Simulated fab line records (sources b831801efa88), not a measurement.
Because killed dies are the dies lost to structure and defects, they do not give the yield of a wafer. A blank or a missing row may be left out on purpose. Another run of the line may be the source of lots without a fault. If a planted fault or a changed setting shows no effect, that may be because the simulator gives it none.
Which of the tools did it? + flow sky130 + Sampling: 6 lots, 18 wafers, 2 of 708 route steps

## WHAT EACH GAUGE READ, for each wafer
SKY_POLY_GATE_THK_MEAS_01.
| lot  | measured     | on            | POLY_GATE_CVD_00_THK (nm) |
|------|--------------|---------------|---------------------------|
| L866 | day 13 21:38 | film-metro-01 | 179.7 177.6 178.1         |
| L868 | day 14 14:57 | film-metro-02 | 179.9 180.5 180.0         |
| L870 | day 15 08:49 | film-metro-02 | 178.8 178.1 178.2         |
| L875 | day 18 05:35 | film-metro-01 | 177.8 177.1 176.7         |
| L878 | day 18 20:11 | film-metro-02 | 180.3 179.7 179.5         |
| L885 | day 21 04:50 | film-metro-01 | 163.8 163.0 164.0         |

## TOOL THAT RAN EACH LOT (tool first, then ch and the chambers of the sampled wafers, then the start)
| lot  | SKY_POLY_GATE_CVD_00        |
|------|-----------------------------|
| L866 | lpcvd-01 ch 1, day 13 20:25 |
| L868 | lpcvd-01 ch 1, day 14 13:44 |
| L870 | lpcvd-01 ch 1, day 15 07:37 |
| L875 | lpcvd-01 ch 1, day 18 04:22 |
| L878 | lpcvd-01 ch 0, day 18 18:58 |
| L885 | lpcvd-01 ch 1, day 21 03:38 |
- SKY_POLY_GATE_CVD_00: deposits poly-Si, target thk 180 nm, time 720 s.

## THE ANSWER, worked out from the rows above alone
Rule: the lots themselves supply what counts as usual. Put in order of their means at a reading, lots are off if they are a third of the lots or fewer, leave a main group of 4 or more, and stand apart from it by a gap of 3 or more times the standard deviation of the main group's means; of several such gaps the widest counts. A main group whose means are all the same, to the digits that the tables above print for the reading, isn't used. A lot without any number at a reading at which 4 lots or more have one is off too. Where the step has rows for the other lots, those lots are counted as sound.
Off: L885, at SKY_POLY_GATE_THK_MEAS_01 (POLY_GATE_CVD_00_THK). The main group: mean 178.8 nm, standard deviation 1.1.
A tool fits if, at a process step before that reading, it ran every lot that is off, and no sound lot after the first of them. Gauges at SKY_POLY_GATE_THK_MEAS_01: tried the same way as those tools. Undecided on this evidence; 2 tools fit (lpcvd-01 at SKY_POLY_GATE_CVD_00, film-metro-01 at SKY_POLY_GATE_THK_MEAS_01).

## WHAT THE SIMULATOR HAD PUT IN
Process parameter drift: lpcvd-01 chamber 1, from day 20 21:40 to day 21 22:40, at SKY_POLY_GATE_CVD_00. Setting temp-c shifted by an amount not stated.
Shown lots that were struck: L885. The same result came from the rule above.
